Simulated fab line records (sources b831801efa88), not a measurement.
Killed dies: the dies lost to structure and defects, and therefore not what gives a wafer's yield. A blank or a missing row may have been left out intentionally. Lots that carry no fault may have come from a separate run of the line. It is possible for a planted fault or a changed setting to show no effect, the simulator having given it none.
Which tool did it? | flow sky130 | 18 wafers from 6 lots sampled at 3 of the route's 708 steps

== WHAT EACH GAUGE READ, for each wafer ==
SKY_VT_ADJUST_NCORE_TW_MEAS_11.
lot  | measured     | on           | VT_ADJUST_NCORE_TW
L710 | day 10 06:26 | filmMetro-01 | 219.7 218.9 220.6
L712 | day 10 18:29 | filmMetro-03 | 221.0 221.5 220.7
L714 | day 11 09:35 | filmMetro-01 | 220.9 221.6 221.4
L716 | day 11 20:48 | filmMetro-01 | 270.3 270.0 271.0
L725 | day 14 17:50 | filmMetro-02 | 217.6 216.5 218.1
L727 | day 15 13:50 | filmMetro-01 | 218.4 218.6 218.4

== WHICH TOOL RAN EACH LOT (tool, then ch and the chambers of the sampled wafers, then the start) ==
lot  | SKY_VT_ADJUST_NCORE_IMPLANT_09  | SKY_VT_ADJUST_NCORE_STRIP_10
L710 | implanter-02 ch 0, day 10 06:13 | plasmaAsher-04 ch 0,1, day 10 06:21
L712 | implanter-02 ch 0, day 10 18:16 | plasmaAsher-01 ch 0,1, day 10 18:23
L714 | implanter-03 ch 0, day 11 09:22 | plasmaAsher-03 ch 0,1, day 11 09:30
L716 | implanter-03 ch 0, day 11 20:15 | plasmaAsher-03 ch 0,1, day 11 20:41
L725 | implanter-01 ch 0, day 14 17:36 | plasmaAsher-03 ch 0,1, day 14 17:43
L727 | implanter-02 ch 0, day 15 13:36 | plasmaAsher-04 ch 0,1, day 15 13:43
- SKY_VT_ADJUST_NCORE_IMPLANT_09
- SKY_VT_ADJUST_NCORE_STRIP_10: strips in O2/N2.

== THE ANSWER, worked out from the rows above alone ==
Rule: usual is defined by the lots themselves. Put in order of their means at a reading, lots are off if they are a third of the lots or fewer, leave a main group of 4 or more, and stand apart from it by a gap of 3 or more times the standard deviation of the main group's means; of several such gaps the widest counts. A main group is skipped when, at the precision printed for the reading in the tables above, its means are all equal. Also off: a lot with no number at a reading for which 4 or more lots have one. Where the step has rows for the other lots, those lots are counted as sound.
Off: L716, at SKY_VT_ADJUST_NCORE_TW_MEAS_11 (VT_ADJUST_NCORE_TW). For the main group the mean is 219.6 and the standard deviation 1.5.
If a tool, at a process step before that reading, ran all the lots that are off and no sound lot after the first of them, it fits. The gauges at SKY_VT_ADJUST_NCORE_TW_MEAS_11 are tried like those tools. One candidate fits, namely implanter-03 at SKY_VT_ADJUST_NCORE_IMPLANT_09. Its last sound lot is L714 (day 11 09:22), its first lot that is off L716 (day 11 20:15): a fault that began between those two fits.

== WHAT WAS PUT IN BY THE SIMULATOR ==
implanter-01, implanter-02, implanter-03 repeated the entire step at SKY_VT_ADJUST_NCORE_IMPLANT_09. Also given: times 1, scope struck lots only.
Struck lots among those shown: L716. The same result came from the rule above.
